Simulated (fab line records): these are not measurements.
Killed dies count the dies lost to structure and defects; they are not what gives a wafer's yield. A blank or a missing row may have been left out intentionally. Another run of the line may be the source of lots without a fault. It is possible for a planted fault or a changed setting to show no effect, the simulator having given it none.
A lot that was struck, set against a sound lot || flow sky130 || 15 steps out of a route of 708
Sound: wafers L664.2, L664.3, L664.5. Wafers struck: L674.3, L674.4, L674.5. The cause comes at the end.
Per side, at each step with rows, come the tool, then ch with its chambers, and then its first start. Under that, the readings that differ: sound wafers || struck wafers || difference of the means || sigmas: that difference in standard deviations of wafers without a fault.
alike: readings whose means differ by less than 2 such deviations, and words and numbers that are the same on both sides. not compared: withheld readings, readings that some wafer has no value for, bounds like >300 that may hide the same value, and numbers for which the record gives no deviation and whose values overlap.
Wherever a step has rows on one side only, a row that says differs or no value, or a row with sigmas, the two part there. When numbers do not overlap yet have no deviation, they are printed without sigmas and do not part them. Lack of a reading on every wafer of one side parts them only where that side has two or more wafers.

SKY_VIA2_ETCH_14: etches BARC in N2/H2, stops on SiO2, time 45.9 s, target depth 60 nm.
  sound on rie_diel-02 ch 0,1,2, day 38 18:10; struck on rie_diel-01 ch 1,2, day 41 14:13
  alike: drypump_motor_current_A, oes_product_au, throttle_valve_pct
  not compared: rf_hours_counter_h
SKY_VIA2_ETCH_15: etches SiO2 in C4F8/O2/Ar, stops on TiN, target depth 546 nm, time 84 s.
  sound on rie_diel-02 ch 0,1,2, day 38 18:13; struck on rie_diel-01 ch 1,2, day 41 14:16
  alike: oes_product_au
  not compared: rf_hours_counter_h
SKY_VIA2_STRIP_16: strips in O2/N2.
  sound on plasma_asher-02 ch 0,1, day 38 18:16; struck on plasma_asher-04 ch 0,1, day 41 14:22
  alike: drypump_motor_current_A, oes_product_au, strip_time_to_endpoint_s
  not compared: rf_hours_counter_h
then, 3 steps without rows for these wafers: SKY_VIA2_STRIP_17 (strips in post etch residue remover, time 1200 s); SKY_VIA2_CLEAN_18 (cleans in IPA, time 180 s); SKY_VIA2_CLEAN_19 (cleans in O3/DIW).
SKY_VIA2_SPUTTER_20: material TiN, target thk 20 nm, time 80 s.
  sound on pvd_sputter-01, day 38 18:52; struck on pvd_sputter-02, day 41 15:19
  alike: cathode_dc_power_W, throttle_valve_pct
SKY_VIA2_CVD_21: deposits W, target thk 420 nm, time 126.4 s.
  sound on cvd_w-02 ch 0,1, day 38 18:56; struck on cvd_w-02 ch 0,1, day 41 15:25
  alike: heater_power_w, susceptor_temp_C
SKY_VIA2_RS_MEAS_22: measures by four-point-probe.
  sound on film_metro-03, day 38 19:05; struck on film_metro-03, day 41 15:33
  alike: VIA2_W_RS
SKY_VIA2_THK_MEAS_23: measures by xrf.
  sound on film_metro-03, day 38 19:11; struck on film_metro-03, day 41 15:39
  alike: VIA2_W_THK
then, 2 steps without rows for these wafers: SKY_VIA2_CMP_24 (polishes, stops on SiO2, t overpolish 20 s, target thk 0 nm); SKY_METAL3_SPUTTER_00 (material Ti, target thk 15 nm, time 10 s).
SKY_METAL3_SPUTTER_01: material TiN, target thk 20 nm, time 16.7 s.
  sound on pvd_sputter-04, day 38 19:34; struck on pvd_sputter-04, day 41 16:01
{"reading": "cathode_dc_power_W (W)", "sound": "6500.2 6500.9 6499.2", "struck": "6771.2 6769.6 6770.6", "difference": "+270.4", "sigmas": "+99 or more"}
{"reading": "model.TiN_of_METAL3_SPUTTER_01.thk_nm (nm)", "sound": "20.16 19.9 20.09", "struck": "20.36 20.86 20.9", "difference": "+0.66", "sigmas": ""}
  alike: throttle_valve_pct
then, 1 step without rows for these wafers: SKY_METAL3_SPUTTER_02 (material AlCu, target thk 735 nm, time 39.1 s).
-- the record jumps here: 8 days lie between the struck wafers' starts before and after (it left off in module METAL3 and takes up again in module PAD_OPEN, whose first step shown is number 708 of the route) --
SKY_PAD_OPEN_PROBE_99:
  sound on prober-01, day 47 16:12; struck on prober-02, day 49 22:53
  alike: defect_limited_yield, killed_at_M0_to_M3, killed_at_M4_up, killed_at_contacts, killed_at_front_end, killed_at_other, killed_dies, killed_open, killed_short, sort_bin_3_pad_short, sort_bin_5_function, sort_bin_6_memory, sort_n_pass, sort_yield_pct

## WHERE THEY PART
Only at SKY_METAL3_SPUTTER_01, within this record. Later steps at which nothing parts them and some readings are alike: SKY_PAD_OPEN_PROBE_99.

WHY: whatever the simulator had introduced
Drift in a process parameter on pvd_sputter-04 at SKY_METAL3_SPUTTER_01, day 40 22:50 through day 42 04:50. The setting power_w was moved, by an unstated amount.
